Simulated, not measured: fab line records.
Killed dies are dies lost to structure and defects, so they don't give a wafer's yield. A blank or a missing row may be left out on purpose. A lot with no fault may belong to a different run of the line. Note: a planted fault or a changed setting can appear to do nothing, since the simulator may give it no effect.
Which tool is to blame? -- flow gf180mcu -- 6 lots with 16 wafers sampled at 3 steps, on a route of 602 steps

WHAT EACH GAUGE READ, for each wafer
GF_M4_THK_MEAS_06: measures by xrf.
lot,measured,on,M4_ALCU_THK (nm)
L588,day 24 18:45,film metro-01,442 444
L590,day 25 12:01,film metro-01,445 446
L594,day 26 14:50,film metro-03,438 436 439
L596,day 27 04:10,film metro-04,439 445 439
L599,day 27 22:20,film metro-03,437 440 442
L602,day 29 00:08,film metro-04,437 438 436

EACH LOT AND THE TOOL THAT RAN IT (in order: tool; ch and the chambers of the sampled wafers; start)
lot,GF_M4_SPUTTER_01,GF_M4_SPUTTER_03
L588,"pvd sputter-01, day 24 18:29","pvd sputter-01, day 24 18:33"
L590,"pvd sputter-02, day 25 11:46","pvd sputter-02, day 25 11:50"
L594,"pvd sputter-01, day 26 14:35","pvd sputter-01, day 26 14:39"
L596,"pvd sputter-01, day 27 03:56","pvd sputter-01, day 27 03:59"
L599,"pvd sputter-02, day 27 22:06","pvd sputter-02, day 27 22:10"
L602,"pvd sputter-02, day 28 23:53","pvd sputter-02, day 28 23:57"
- GF_M4_SPUTTER_01: material TiN, target thk 30 nm, time 25 s.
- GF_M4_SPUTTER_03: material Ti, target thk 10 nm, time 6.7 s.

THE ANSWER, worked out from the rows above alone
Rule: what is usual is taken from the lots themselves. Put in order of their means at a reading, lots are off if they are a third of the lots or fewer, leave a main group of 4 or more, and stand apart from it by a gap of 3 or more times the standard deviation of the main group's means; of several such gaps the widest counts. The tables above print the reading to a certain number of digits; a main group whose means all agree to those digits is not used. A lot without any number at a reading at which 4 lots or more have one is off too. Any other lot the step has rows for is counted as sound.
None of the lots is off at any reading shown; this tells nothing.

WHAT THE SIMULATOR HAD INSERTED
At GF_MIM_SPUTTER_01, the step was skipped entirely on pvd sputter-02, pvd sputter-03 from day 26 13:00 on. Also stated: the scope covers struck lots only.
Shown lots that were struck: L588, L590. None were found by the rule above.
